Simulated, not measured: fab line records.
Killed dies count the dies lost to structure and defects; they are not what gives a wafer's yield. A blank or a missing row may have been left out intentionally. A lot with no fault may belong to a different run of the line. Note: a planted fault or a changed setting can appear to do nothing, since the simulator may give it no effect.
fab line records	flow gf180mcu
record lots=24	wafers=72	last-day=35
route steps=602 shown STI@31 LVPWELL@64 CONTACT@290 V1@353 M2@377 M3@425
lots untouched by any fault: they come from a run of this same line in which no faults occurred
start-h: start of the lot's first displayed wafer, in hours after the record's first day	wait-h: how many hours have passed since the lot's step before this one	" same as the row above	L1.1+2: one row covering several wafers at once	- no value, or no start was given	* or withheld: withheld	< > ~ a bound
route shown NAME@n: a module of which the file shows steps, and the number in the route of the first	usual: mean/standard deviation taken from wafers without a fault	same: alike in all rows	chamber/n: place in a boat	sites: per-site readings	_std_site: standard deviation across them	_edge_site: inner sites' mean taken away from outer sites' mean	radius-mm: how far each site lies from the wafer's centre	mask NAME#n: copy n	behind: the last tool/chamber to shape the wafer	hold: why the lot went on hold/how many hours it stayed there/how the hold came to an end	device: whichever transistor did not switch (one of n, p or np)	end of line: the route-end tests of the same wafers	for a step that has no rows: nothing shown but its recipe	killed: count of dies lost to structure and defects at first sort (not the wafer's yield)	map: a wafer's dies, x killed, . not, _ none there
set.NAME: the run value of the setting; set.NAME@STEP: its run value at that earlier step	model.NAME: the simulator's own value behind a step, which no gauge read
one table for each step of the route and one row for each wafer, over a sample of lots
services: when a tool's chamber went out of use (start-h, in hours from the record's first day, below 0 if earlier), for how many hours, and the reason
## steps
# step GF_STI_THK_MEAS_30
# recipe reads=SiO2_of_STI_OXIDATION_29
# usual STI_OXIDATION_02_THK=10.02/0.21
lot.wafer	tool	chamber	start-h	wait-h	STI_OXIDATION_02_THK[nm]
L074.1	film-metro-04	-	32.13	0.0	10.11
L074.5	"	-	"	"	10.06
L074.6	"	-	"	"	10.22
L075.2	film-metro-02	-	37.54	0.0	9.82
L075.4	"	-	"	"	9.86
L075.6	"	-	"	"	9.89
L076.2	film-metro-02	-	42.71	0.0	9.90
L076.5	"	-	"	"	9.89
L076.6	"	-	"	"	9.97
L077.3	film-metro-04	-	46.52	0.0	9.80
L077.5	"	-	"	"	9.64
L077.6	"	-	"	"	9.82
L078.2	film-metro-02	-	52.15	0.0	9.81
L078.3	"	-	"	"	9.81
L078.4	"	-	"	"	9.66
L079.1	film-metro-02	-	58.64	0.0	10.58
L079.4	"	-	"	"	10.50
L079.5	"	-	"	"	10.57
L080.2	film-metro-04	-	62.34	0.0	9.94
L080.4	"	-	"	"	10.08
L080.5	"	-	"	"	10.04
L081.1	film-metro-04	-	66.24	0.0	10.23
L081.3	"	-	"	"	10.16
L081.6	"	-	"	"	10.21
L082.1	film-metro-03	-	70.82	0.0	9.92
L082.4	"	-	"	"	9.68
L082.6	"	-	"	"	9.87
L083.2	film-metro-03	-	77.92	0.0	9.91
L083.3	"	-	"	"	9.99
L083.6	"	-	"	"	9.79
L084.1	film-metro-04	-	82.04	0.0	10.05
L084.5	"	-	"	"	10.08
L084.6	"	-	"	"	9.89
L085.1	film-metro-02	-	86.15	0.0	10.02
L085.3	"	-	"	"	9.84
L085.6	"	-	"	"	9.96
L086.1	film-metro-03	-	93.25	0.0	9.80
L086.2	"	-	"	"	9.96
L086.3	"	-	"	"	9.85
L087.1	film-metro-04	-	98.48	0.0	10.20
L087.2	"	-	"	"	9.94
L087.4	"	-	"	"	9.93
L088.1	film-metro-04	-	102.05	0.0	10.23
L088.2	"	-	"	"	10.22
L088.6	"	-	"	"	10.24
L089.2	film-metro-02	-	107.40	0.0	10.35
L089.3	"	-	"	"	10.32
L089.5	"	-	"	"	10.26
L090.4	film-metro-04	-	113.61	0.0	10.13
L090.5	"	-	"	"	10.09
L090.6	"	-	"	"	10.22
L091.2	film-metro-02	-	117.78	0.0	10.24
L091.5	"	-	"	"	10.36
L091.6	"	-	"	"	10.22
L092.1	film-metro-03	-	122.72	0.0	9.96
L092.5	"	-	"	"	10.05
L092.6	"	-	"	"	10.12
L093.3	film-metro-02	-	130.50	0.0	9.88
L093.5	"	-	"	"	9.79
L093.6	"	-	"	"	9.79
L094.2	film-metro-03	-	133.93	0.0	10.10
L094.3	"	-	"	"	10.09
L094.5	"	-	"	"	9.98
L095.3	film-metro-03	-	137.93	0.0	10.32
L095.5	"	-	"	"	10.34
L095.6	"	-	"	"	10.08
L096.1	film-metro-02	-	144.59	0.0	9.88
L096.3	"	-	"	"	9.87
L096.4	"	-	"	"	9.90
L097.3	film-metro-02	-	148.53	0.0	9.80
L097.5	"	-	"	"	10.01
L097.6	"	-	"	"	10.02
# step GF_LVPWELL_STRIP_10
# recipe chemistry=O2/N2	power-w=1400	pressure-mtorr=1500	platen-temp-c=250	o2-flow-sccm=3000	n2-flow-sccm=300	overash-fraction=0.5
# usual drypump-motor-current-A=5.8/0.32	heater-power-w=355/32	oes-product-au=0.721/0.0046	strip-time-to-endpoint-s=36.96/0.1
lot.wafer	tool	chamber	start-h	wait-h	drypump-motor-current-A	heater-power-w	oes-product-au	rf-hours-counter-h	strip-time-to-endpoint-s
L074.1	plasma-asher-03	0	70.05	0.1	5.6	314	0.718	42	36.77
L074.5	"	0	"	"	5.6	315	0.722	-	36.90
L074.6	"	1	"	"	6.4	303	0.718	-	36.88
L075.2	plasma-asher-02	0	76.10	0.1	5.8	385	0.726	41	37.03
L075.4	"	0	"	"	5.8	375	0.720	-	37.15
L075.6	"	0	"	"	5.8	382	0.721	-	36.95
L076.2	plasma-asher-02	0	82.01	0.1	5.8	367	0.729	41	37.00
L076.5	"	0	"	"	5.8	388	0.725	-	37.06
L076.6	"	1	"	"	5.9	366	0.717	-	36.96
L077.3	plasma-asher-02	1	86.44	0.1	5.9	370	0.723	-	37.13
L077.5	"	1	"	"	6.0	377	0.717	-	36.98
L077.6	"	0	"	"	5.8	381	0.710	-	37.00
L078.2	plasma-asher-04	1	92.55	0.1	5.5	373	0.720	45	36.93
L078.3	"	1	"	"	5.5	382	0.717	-	36.90
L078.4	"	0	"	"	5.5	365	0.721	-	36.75
L079.1	plasma-asher-04	0	100.10	0.1	5.5	362	0.723	45	36.93
L079.4	"	1	"	"	5.5	365	0.725	-	37.01
L079.5	"	0	"	"	5.5	368	0.722	-	37.02
L080.2	plasma-asher-02	1	103.95	0.1	5.9	359	0.720	43	36.76
L080.4	"	1	"	"	6.0	375	0.723	-	36.77
L080.5	"	1	"	"	5.9	377	0.719	-	36.79
L081.1	plasma-asher-02	0	107.75	0.1	5.8	382	0.715	44	37.07
L081.3	"	0	"	"	5.8	371	0.710	-	36.95
L081.6	"	1	"	"	5.9	369	0.725	-	37.05
L082.1	plasma-asher-03	1	113.40	0.1	6.5	303	0.712	46	36.83
L082.4	"	1	"	"	6.5	311	0.728	-	36.81
L082.6	"	0	"	"	5.7	301	0.722	-	36.81
L083.2	plasma-asher-04	0	121.56	0.1	5.5	366	0.720	48	36.87
L083.3	"	1	"	"	5.6	357	0.722	-	37.13
L083.6	"	0	"	"	5.5	380	0.721	-	36.82
L084.1	plasma-asher-04	1	125.45	0.1	5.5	365	0.724	48	36.94
L084.5	"	1	"	"	5.5	375	0.723	-	36.91
L084.6	"	0	"	"	5.5	373	0.725	-	36.88
L085.1	plasma-asher-02	0	129.60	0.1	5.8	403	0.722	1	36.89
L085.3	"	0	"	"	5.8	387	0.721	-	36.78
L085.6	"	0	"	"	5.8	396	0.722	-	36.92
L086.1	plasma-asher-02	0	138.56	0.1	5.7	380	0.721	2	37.13
L086.2	"	1	"	"	5.9	385	0.718	2	37.13
L086.3	"	0	"	"	5.8	394	0.720	-	37.13
L087.1	plasma-asher-04	0	144.40	0.1	5.5	365	0.721	50	37.06
L087.2	"	1	"	"	5.5	371	0.725	50	36.91
L087.4	"	1	"	"	5.6	367	0.718	-	37.06
L088.1	plasma-asher-02	0	147.70	0.1	5.8	389	0.727	3	36.90
L088.2	"	1	"	"	5.9	381	0.712	3	36.88
L088.6	"	0	"	"	5.8	394	0.717	-	36.76
L089.2	plasma-asher-03	1	154.51	0.2	6.5	302	0.723	51	36.94
L089.3	"	0	"	"	5.7	313	0.718	-	36.97
L089.5	"	0	"	"	5.6	320	0.724	-	36.86
L090.4	plasma-asher-03	1	161.69	0.1	6.5	308	0.715	-	36.97
L090.5	"	0	"	"	5.6	312	0.719	-	36.88
L090.6	"	1	"	"	6.5	301	0.718	-	36.94
L091.2	plasma-asher-04	1	164.94	0.1	5.5	380	0.729	53	36.96
L091.5	"	0	"	"	5.4	375	0.727	-	36.96
L091.6	"	1	"	"	5.6	381	0.729	-	36.92
L092.1	plasma-asher-04	1	170.83	0.2	5.5	380	0.726	54	37.00
L092.5	"	0	"	"	5.5	365	0.729	-	37.01
L092.6	"	1	"	"	5.5	373	0.722	-	37.02
L093.3	plasma-asher-03	0	180.14	0.1	5.6	312	0.724	-	36.92
L093.5	"	0	"	"	5.7	313	0.724	-	37.04
L093.6	"	1	"	"	6.5	301	0.724	-	36.94
L094.2	plasma-asher-04	0	182.71	0.1	5.5	375	0.725	56	37.09
L094.3	"	1	"	"	5.6	386	0.727	-	36.93
L094.5	"	1	"	"	5.6	370	0.733	-	36.95
L095.3	plasma-asher-03	0	186.94	0.1	5.7	317	0.718	-	37.11
L095.5	"	1	"	"	6.4	303	0.715	-	37.04
L095.6	"	0	"	"	5.7	322	0.721	-	37.03
L096.1	plasma-asher-03	0	193.10	0.1	5.6	309	0.721	53	37.01
L096.3	"	0	"	"	5.6	309	0.715	-	36.95
L096.4	"	1	"	"	6.5	303	0.716	-	36.98
L097.3	plasma-asher-04	1	199.24	0.1	5.5	373	0.726	-	37.02
L097.5	"	0	"	"	5.5	379	0.722	-	36.99
L097.6	"	1	"	"	5.5	358	0.723	-	36.98
# step GF_CONTACT_THK_MEAS_03
# recipe reads=SiO2_of_CONTACT_CVD_02
# usual CONTACT_CVD_02_THK=858/12
lot.wafer	tool	chamber	start-h	wait-h	CONTACT_CVD_02_THK[nm]
L074.1	film-metro-03	-	339.31	0.0	862
L074.5	"	-	"	"	875
L074.6	"	-	"	"	873
L075.2	film-metro-01	-	353.07	0.0	845
L075.4	"	-	"	"	865
L075.6	"	-	"	"	877
L076.2	film-metro-03	-	362.40	0.0	850
L076.5	"	-	"	"	873
L076.6	"	-	"	"	858
L077.3	film-metro-03	-	372.70	0.1	866
L077.5	"	-	"	"	863
L077.6	"	-	"	"	882
L078.2	film-metro-01	-	378.92	0.0	851
L078.3	"	-	"	"	859
L078.4	"	-	"	"	872
L079.1	film-metro-04	-	389.84	0.0	856
L079.4	"	-	"	"	871
L079.5	"	-	"	"	877
L080.2	film-metro-01	-	394.26	0.0	860
L080.4	"	-	"	"	875
L080.5	"	-	"	"	875
L081.1	film-metro-04	-	403.29	0.0	851
L081.3	"	-	"	"	846
L081.6	"	-	"	"	865
L082.1	film-metro-04	-	409.86	0.0	860
L082.4	"	-	"	"	865
L082.6	"	-	"	"	873
L083.2	film-metro-03	-	422.40	0.0	865
L083.3	"	-	"	"	862
L083.6	"	-	"	"	874
L084.1	film-metro-01	-	429.21	0.0	874
L084.5	"	-	"	"	874
L084.6	"	-	"	"	870
L085.1	film-metro-03	-	436.97	0.0	854
L085.3	"	-	"	"	845
L085.6	"	-	"	"	867
L086.1	film-metro-01	-	448.43	0.0	843
L086.2	"	-	"	"	845
L086.3	"	-	"	"	852
L087.1	film-metro-01	-	454.60	0.0	840
L087.2	"	-	"	"	837
L087.4	"	-	"	"	853
L088.1	film-metro-04	-	464.55	0.0	845
L088.2	"	-	"	"	842
L088.6	"	-	"	"	852
L089.2	film-metro-01	-	475.89	0.0	851
L089.3	"	-	"	"	872
L089.5	"	-	"	"	877
L090.4	film-metro-04	-	480.11	0.0	860
L090.5	"	-	"	"	858
L090.6	"	-	"	"	860
L091.2	film-metro-03	-	490.54	0.0	840
L091.5	"	-	"	"	854
L091.6	"	-	"	"	851
L092.1	film-metro-04	-	495.52	0.0	841
L092.5	"	-	"	"	857
L092.6	"	-	"	"	855
L093.3	film-metro-01	-	511.60	0.1	846
L093.5	"	-	"	"	865
L093.6	"	-	"	"	858
L094.2	film-metro-01	-	514.29	0.0	843
L094.3	"	-	"	"	839
L094.5	"	-	"	"	867
L095.3	film-metro-01	-	521.13	0.1	877
L095.5	"	-	"	"	859
L095.6	"	-	"	"	866
L096.1	film-metro-01	-	531.41	0.1	845
L096.3	"	-	"	"	856
L096.4	"	-	"	"	870
L097.3	film-metro-03	-	537.52	0.1	838
L097.5	"	-	"	"	855
L097.6	"	-	"	"	866
# step GF_V1_STRIP_18
# recipe chemistry=O2/N2	power-w=1400	pressure-mtorr=1500	platen-temp-c=250	o2-flow-sccm=3000	n2-flow-sccm=300	overash-fraction=0.5
# usual drypump-motor-current-A=5.8/0.36	heater-power-w=357/29	oes-product-au=0.592/0.0057
lot.wafer	tool	chamber	start-h	wait-h	drypump-motor-current-A	heater-power-w	oes-product-au	rf-hours-counter-h
L074.1	plasma-asher-02	0	410.51	-	5.8	390	0.603	25
L074.5	"	1	"	"	6.0	392	0.598	-
L074.6	"	0	"	"	5.8	400	0.591	-
L075.2	plasma-asher-02	1	425.15	-	6.0	384	0.599	26
L075.4	"	1	"	"	6.0	390	0.593	-
L075.6	"	0	"	"	5.8	386	0.596	-
L076.2	plasma-asher-03	0	435.55	-	5.6	321	0.586	0
L076.5	"	0	"	"	5.6	323	0.588	-
L076.6	"	1	"	"	6.5	329	0.593	-
L077.3	plasma-asher-02	1	445.93	-	5.9	378	0.592	-
L077.5	"	0	"	"	5.7	383	0.592	-
L077.6	"	1	"	"	5.9	388	0.594	-
L078.2	plasma-asher-02	1	452.95	-	5.9	385	0.587	29
L078.3	"	1	"	"	5.9	384	0.595	-
L078.4	"	0	"	"	5.8	385	0.592	-
L079.1	plasma-asher-04	1	466.25	-	5.5	373	0.599	86
L079.4	"	0	"	"	5.5	361	0.595	-
L079.5	"	1	"	"	5.5	372	0.592	-
L080.2	plasma-asher-04	0	470.30	-	5.4	362	0.581	86
L080.4	"	0	"	"	5.5	357	0.604	-
L080.5	"	0	"	"	5.5	377	0.592	-
L081.1	plasma-asher-03	1	479.90	-	6.5	328	0.589	5
L081.3	"	1	"	"	6.5	327	0.589	-
L081.6	"	1	"	"	6.5	323	0.594	-
L082.1	plasma-asher-03	0	485.60	-	5.6	326	0.590	6
L082.4	"	0	"	"	5.7	325	0.606	-
L082.6	"	1	"	"	6.5	322	0.588	-
L083.2	plasma-asher-03	0	497.35	-	5.6	334	0.596	7
L083.3	"	1	"	"	6.4	318	0.604	-
L083.6	"	1	"	"	6.5	319	0.598	-
L084.1	plasma-asher-03	1	505.79	-	6.5	320	0.584	8
L084.5	"	1	"	"	6.5	323	0.588	-
L084.6	"	0	"	"	5.6	324	0.583	-
L085.1	plasma-asher-04	0	523.69	-	5.5	377	0.591	92
L085.3	"	0	"	"	5.5	364	0.589	-
L085.6	"	0	"	"	5.5	372	0.594	-
L086.1	plasma-asher-02	0	524.79	-	5.8	401	0.598	36
L086.2	"	1	"	"	5.9	400	0.597	36
L086.3	"	0	"	"	5.8	400	0.586	-
L087.1	plasma-asher-04	0	529.15	-	5.5	375	0.594	93
L087.2	"	1	"	"	5.5	378	0.588	93
L087.4	"	1	"	"	5.5	378	0.592	-
L088.1	plasma-asher-02	0	539.75	-	5.8	391	0.603	38
L088.2	"	1	"	"	5.9	377	0.594	38
L088.6	"	1	"	"	5.9	388	0.592	-
L089.2	plasma-asher-04	1	548.94	-	5.5	381	0.600	95
L089.3	"	1	"	"	5.5	367	0.585	-
L089.5	"	1	"	"	5.5	369	0.599	-
L090.4	plasma-asher-03	0	552.08	-	5.7	328	0.585	-
L090.5	"	0	"	"	5.6	330	0.589	-
L090.6	"	1	"	"	6.5	325	0.589	-
L091.2	plasma-asher-03	0	563.24	-	5.6	325	0.594	13
L091.5	"	0	"	"	5.6	327	0.588	-
L091.6	"	1	"	"	6.5	330	0.595	-
L092.1	plasma-asher-03	1	567.04	-	6.5	319	0.604	14
L092.5	"	0	"	"	5.6	332	0.599	-
L092.6	"	1	"	"	6.5	323	0.596	-
L093.3	plasma-asher-03	0	582.83	-	5.6	319	0.601	-
L093.5	"	1	"	"	6.5	325	0.587	-
L093.6	"	0	"	"	5.7	324	0.598	-
L094.2	plasma-asher-04	0	585.40	-	5.5	371	0.595	98
L094.3	"	0	"	"	5.5	365	0.583	-
L094.5	"	0	"	"	5.5	375	0.600	-
L095.3	plasma-asher-02	1	591.33	-	5.9	382	0.590	-
L095.5	"	1	"	"	5.9	386	0.592	-
L095.6	"	0	"	"	5.7	392	0.589	-
L096.1	plasma-asher-04	1	600.44	-	5.5	369	0.594	100
L096.3	"	0	"	"	5.4	369	0.598	-
L096.4	"	1	"	"	5.5	383	0.599	-
L097.3	plasma-asher-03	1	606.48	-	6.5	326	0.595	-
L097.5	"	0	"	"	5.6	328	0.580	-
L097.6	"	1	"	"	6.5	324	0.587	-
# step GF_M2_OVL_MEAS_15
# usual M2_OVL=-1/5.1
lot.wafer	tool	chamber	start-h	wait-h	M2_OVL[nm]
L074.1	overlay-01	-	436.35	0.1	0
L074.5	"	-	"	"	-3
L074.6	"	-	"	"	-5
L075.2	overlay-02	-	451.69	0.1	1
L075.4	"	-	"	"	3
L075.6	"	-	"	"	-8
L076.2	overlay-01	-	461.84	0.1	-3
L076.5	"	-	"	"	3
L076.6	"	-	"	"	3
L077.3	overlay-01	-	471.55	0.1	-7
L077.5	"	-	"	"	-1
L077.6	"	-	"	"	0
L078.2	overlay-02	-	479.54	0.1	13
L078.3	"	-	"	"	2
L078.4	"	-	"	"	3
L079.1	overlay-02	-	491.40	0.1	-1
L079.4	"	-	"	"	7
L079.5	"	-	"	"	-3
L080.2	overlay-01	-	495.74	0.1	7
L080.4	"	-	"	"	2
L080.5	"	-	"	"	0
L081.1	overlay-01	-	504.93	0.1	1
L081.3	"	-	"	"	-9
L081.6	"	-	"	"	-2
L082.1	overlay-01	-	510.89	0.1	-2
L082.4	"	-	"	"	8
L082.6	"	-	"	"	3
L083.2	overlay-02	-	522.74	0.1	3
L083.3	"	-	"	"	0
L083.6	"	-	"	"	-2
L084.1	overlay-01	-	529.95	0.1	-8
L084.5	"	-	"	"	-10
L084.6	"	-	"	"	-5
L085.1	overlay-01	-	547.78	0.1	-1
L085.3	"	-	"	"	-4
L085.6	"	-	"	"	-4
L086.1	overlay-01	-	549.70	0.1	2
L086.2	"	-	"	"	3
L086.3	"	-	"	"	-3
L087.1	overlay-01	-	553.35	0.1	-3
L087.2	"	-	"	"	3
L087.4	"	-	"	"	5
L088.1	overlay-01	-	563.55	0.1	-6
L088.2	"	-	"	"	-11
L088.6	"	-	"	"	-5
L089.2	overlay-02	-	572.10	0.1	-1
L089.3	"	-	"	"	-5
L089.5	"	-	"	"	-6
L090.4	overlay-01	-	574.82	0.1	3
L090.5	"	-	"	"	4
L090.6	"	-	"	"	7
L091.2	overlay-02	-	585.83	0.1	-7
L091.5	"	-	"	"	-6
L091.6	"	-	"	"	-4
L092.1	overlay-02	-	590.75	0.1	-3
L092.5	"	-	"	"	-8
L092.6	"	-	"	"	-11
L093.3	overlay-01	-	605.26	0.1	-4
L093.5	"	-	"	"	0
L093.6	"	-	"	"	-6
L094.2	overlay-01	-	607.89	0.1	-6
L094.3	"	-	"	"	5
L094.5	"	-	"	"	-4
L095.3	overlay-02	-	614.00	0.1	-1
L095.5	"	-	"	"	10
L095.6	"	-	"	"	3
L096.1	overlay-01	-	623.10	0.1	-5
L096.3	"	-	"	"	6
L096.4	"	-	"	"	-5
L097.3	overlay-01	-	628.10	0.1	-14
L097.5	"	-	"	"	-7
L097.6	"	-	"	"	-6
# step GF_M3_METAL_ETCH_16
# recipe chemistry=Cl2/BCl3	mask-material=KrF	target-depth-nm=750.8	stop-on=SiO2	pressure-mtorr=8	icp-w=800	bias-w=140	Cl2_flow_sccm=80	bcl3-flow-sccm=40	time-s=125.1
# usual drypump-motor-current-A=5.7/0.53	oes-product-au=0.989/0.0062	throttle-valve-pct=28.233/0.0094
lot.wafer	tool	chamber	start-h	wait-h	drypump-motor-current-A	oes-product-au	rf-hours-counter-h	throttle-valve-pct
L074.1	rie-metal-01	1	488.57	0.0	6.3	0.995	2	28.220
L074.5	"	1	"	"	6.3	0.992	-	28.222
L074.6	"	0	"	"	5.3	0.986	-	28.232
L075.2	rie-metal-03	0	503.07	0.0	5.2	0.984	2	28.223
L075.4	"	1	"	"	6.3	0.990	-	28.243
L075.6	"	1	"	"	6.3	0.993	-	28.236
L076.2	rie-metal-01	1	512.29	0.0	6.3	0.987	3	28.231
L076.5	"	1	"	"	6.3	0.983	-	28.229
L076.6	"	0	"	"	5.3	0.995	-	28.221
L077.3	rie-metal-04	0	521.16	0.1	6.1	0.996	-	28.239
L077.5	"	0	"	"	6.1	0.994	-	28.235
L077.6	"	1	"	"	5.1	0.992	-	28.235
L078.2	rie-metal-01	1	528.67	0.0	6.3	0.985	3	28.239
L078.3	"	1	"	"	6.3	0.990	-	28.246
L078.4	"	0	"	"	5.3	0.988	-	28.243
L079.1	rie-metal-03	1	540.74	0.0	6.3	0.992	11	28.238
L079.4	"	0	"	"	5.2	0.984	-	28.253
L079.5	"	1	"	"	6.3	0.993	-	28.239
L080.2	rie-metal-03	1	545.92	0.0	6.3	0.987	11	28.233
L080.4	"	1	"	"	6.4	0.997	-	28.226
L080.5	"	1	"	"	6.4	0.995	-	28.241
L081.1	rie-metal-01	0	553.04	0.0	5.3	0.994	8	28.242
L081.3	"	1	"	"	6.3	0.988	-	28.230
L081.6	"	1	"	"	6.3	0.990	-	28.246
L082.1	rie-metal-04	1	559.82	0.0	5.1	0.990	2	28.240
L082.4	"	0	"	"	6.1	0.997	-	28.234
L082.6	"	0	"	"	6.1	0.992	-	28.228
L083.2	rie-metal-01	0	571.47	0.0	5.3	0.984	9	28.249
L083.3	"	0	"	"	5.3	0.981	-	28.234
L083.6	"	1	"	"	6.3	0.971	-	28.228
L084.1	rie-metal-04	1	577.32	0.0	5.1	0.996	3	28.249
L084.5	"	1	"	"	5.1	0.985	-	28.218
L084.6	"	0	"	"	6.1	0.999	-	28.216
L085.1	rie-metal-04	0	594.57	0.0	6.1	0.997	12	28.234
L085.3	"	0	"	"	6.1	0.994	-	28.228
L085.6	"	0	"	"	6.1	0.986	-	28.221
L086.1	rie-metal-03	0	595.67	0.0	5.2	0.997	5	28.229
L086.2	"	1	"	"	6.4	1.007	12	28.215
L086.3	"	1	"	"	6.3	0.994	-	28.232
L087.1	rie-metal-01	1	599.87	0.0	6.3	0.987	5	28.244
L087.2	"	0	"	"	5.3	0.984	10	28.235
L087.4	"	0	"	"	5.3	0.973	-	28.235
L088.1	rie-metal-01	1	608.68	0.0	6.3	0.983	6	28.247
L088.2	"	0	"	"	5.3	0.987	10	28.236
L088.6	"	0	"	"	5.3	0.991	-	28.217
L089.2	rie-metal-01	1	617.97	0.0	6.3	0.978	6	28.235
L089.3	"	1	"	"	6.3	0.985	-	28.250
L089.5	"	1	"	"	6.3	0.991	-	28.211
L090.4	rie-metal-03	0	620.64	0.1	5.2	0.985	-	28.239
L090.5	"	1	"	"	6.3	0.988	-	28.225
L090.6	"	0	"	"	5.2	0.994	-	28.219
L091.2	rie-metal-03	1	631.63	0.0	6.3	0.991	13	28.226
L091.5	"	0	"	"	5.2	0.990	-	28.213
L091.6	"	1	"	"	6.3	0.995	-	28.236
L092.1	rie-metal-03	1	634.92	0.0	6.4	0.991	13	28.233
L092.5	"	0	"	"	5.2	0.996	-	28.233
L092.6	"	1	"	"	6.3	0.993	-	28.223
L093.3	rie-metal-01	1	648.01	0.1	6.3	0.988	-	28.236
L093.5	"	0	"	"	5.3	0.988	-	28.216
L093.6	"	1	"	"	6.3	0.993	-	28.227
L094.2	rie-metal-01	1	651.72	0.0	6.3	0.989	7	28.241
L094.3	"	1	"	"	6.3	0.978	-	28.234
L094.5	"	1	"	"	6.3	0.982	-	28.238
L095.3	rie-metal-01	1	656.46	0.1	6.3	0.979	-	28.245
L095.5	"	1	"	"	6.3	0.982	-	28.239
L095.6	"	0	"	"	5.3	0.977	-	28.252
L096.1	rie-metal-03	0	666.82	0.0	5.2	0.978	8	28.223
L096.3	"	0	"	"	5.2	0.991	-	28.239
L096.4	"	0	"	"	5.2	0.993	-	28.234
L097.3	rie-metal-01	1	670.58	0.1	6.3	0.998	-	28.226
L097.5	"	1	"	"	6.3	0.980	-	28.233
L097.6	"	0	"	"	5.3	0.989	-	28.243
## services
tool	chamber	start-h	hours	kind
plasma-asher-02	-	108.75	9.0	pm
plasma-asher-02	-	151.38	2.0	repair
plasma-asher-02	-	151.62	16.4	repair
plasma-asher-03	-	162.95	15.6	pm
plasma-asher-02	-	167.98	4.3	pm
plasma-asher-03	-	213.00	0.5	repair
plasma-asher-04	-	244.00	2.8	pm
plasma-asher-03	-	250.54	2.8	pm
plasma-asher-03	-	268.39	1.9	repair
plasma-asher-04	-	289.55	0.5	repair
plasma-asher-04	-	329.05	0.7	repair
plasma-asher-03	-	343.21	2.5	repair
plasma-asher-02	-	369.13	19.6	repair
plasma-asher-02	-	389.23	13.7	repair
plasma-asher-03	-	421.25	9.0	pm
plasma-asher-04	-	438.40	11.9	repair
plasma-asher-02	-	501.85	2.8	pm
plasma-asher-03	-	518.90	3.8	repair
plasma-asher-04	-	535.79	3.1	repair
plasma-asher-02	-	542.46	4.0	repair
plasma-asher-03	-	543.58	2.0	repair
plasma-asher-04	-	594.65	1.2	repair
plasma-asher-02	-	597.84	14.6	pm
plasma-asher-04	-	622.79	0.3	repair
## key
fault none
